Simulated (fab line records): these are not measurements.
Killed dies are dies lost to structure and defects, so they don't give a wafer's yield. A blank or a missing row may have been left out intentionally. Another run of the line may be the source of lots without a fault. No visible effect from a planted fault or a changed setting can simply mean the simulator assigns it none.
A struck lot beside a sound one ; flow sky130 ; 15 out of 708 route steps
Sound: the wafers L683.2, L683.3, L683.6. Wafers struck: L690.2, L690.3, L690.4. The cause is named last.
Each step with rows lists, per side, the tool, then ch with its chambers, then its first start. Under that, the readings that differ: sound wafers ; struck wafers ; difference of the means ; sigmas: that difference in standard deviations of wafers without a fault.
alike: words and numbers the same on both sides, and readings whose means are apart by under 2 such deviations; not compared: readings that were withheld, readings missing a value for some wafer, numbers with overlapping values and no deviation given by the record, and bounds like >300 which may hide the same value.
The two part at a step that has a row with sigmas, a row that says differs or no value, or rows on one side only. When numbers do not overlap yet have no deviation, they are printed without sigmas and do not part them. A reading missing from all wafers of one side parts the sides only when that side holds two or more wafers.

first, 3 steps without rows for these wafers: SKY_SD_P_EXPOSE_04 (exposes mask PSDM, target cd 380 nm); SKY_SD_P_PEB_05; SKY_SD_P_DEVELOP_06 (develop time 60 s).
SKY_SD_P_CD_MEAS_07: the cd target is 380 nm.
  struck on cd-sem-02, day 28 15:05; sound on cd-sem-02, day 25 00:50
reading;sound;struck;difference;sigmas
cd-nm (nm);379.8 383.5 379.3;375.8 375.1 376.2;-5.2;-2
SKY_SD_P_OVL_MEAS_08:
  struck on overlay-01, day 28 15:12; sound on overlay-02, day 25 00:57
  alike: SD_P_OVL
then, 1 step without rows for these wafers: SKY_SD_P_IMPLANT_09.
SKY_SD_P_STRIP_10: strips in O2/N2.
  sound on plasma-asher-02 ch 0,1, day 25 01:08; struck on plasma-asher-04 ch 0,1, day 28 15:23
  alike: drypump-motor-current-A, oes-product-au, strip-time-to-endpoint-s
  not compared: rf-hours-counter-h
SKY_SD_P_TW_MEAS_11:
  struck on film-metro-02, day 28 15:29; sound on film-metro-04, day 25 01:14
reading;sound;struck;difference;sigmas
SD_P_TW;2848 2851 2845;2816 2812 2813;-34;-2
then, 4 steps without rows for these wafers: SKY_RES_XHIGH_DEHYDRATE_00 (time 60 s); SKY_RES_XHIGH_HMDS_01 (prime time 60 s); SKY_RES_XHIGH_COAT_02 (resist thk 1140 nm); SKY_RES_XHIGH_SOFTBAKE_03 (time 60 s).
SKY_RES_XHIGH_EXPOSE_04: exposes mask URPM, target cd 1270 nm.
  sound on iline-stepper-01 ch 0, day 25 15:07; struck on iline-stepper-01 ch 0, day 29 05:43
reading;sound;struck;difference;sigmas
mask;URPM#0 URPM#0 URPM#0;URPM_R1#0 URPM_R1#0 URPM_R1#0;differs;
then, 1 step without rows for these wafers: SKY_RES_XHIGH_PEB_05.
-- here the record skips 19 days between the struck wafers' starts before and after, leaving off in module RES_XHIGH and picking up in module PAD_OPEN (first step shown: number 708 of the route) --
SKY_PAD_OPEN_PROBE_99:
  struck on prober-01, day 48 02:08; sound on prober-02, day 45 12:12
  alike: killed_at_M0_to_M3, killed_at_M4_up, killed-at-contacts, killed-at-front-end, killed-at-other, killed-dies, killed-open, killed-short

== WHERE THEY PART ==
Last at SKY_RES_XHIGH_EXPOSE_04 as far as this record goes, first at SKY_SD_P_CD_MEAS_07. Later steps at which nothing parts them and some readings are alike: SKY_PAD_OPEN_PROBE_99.

WHY: whatever the simulator had introduced
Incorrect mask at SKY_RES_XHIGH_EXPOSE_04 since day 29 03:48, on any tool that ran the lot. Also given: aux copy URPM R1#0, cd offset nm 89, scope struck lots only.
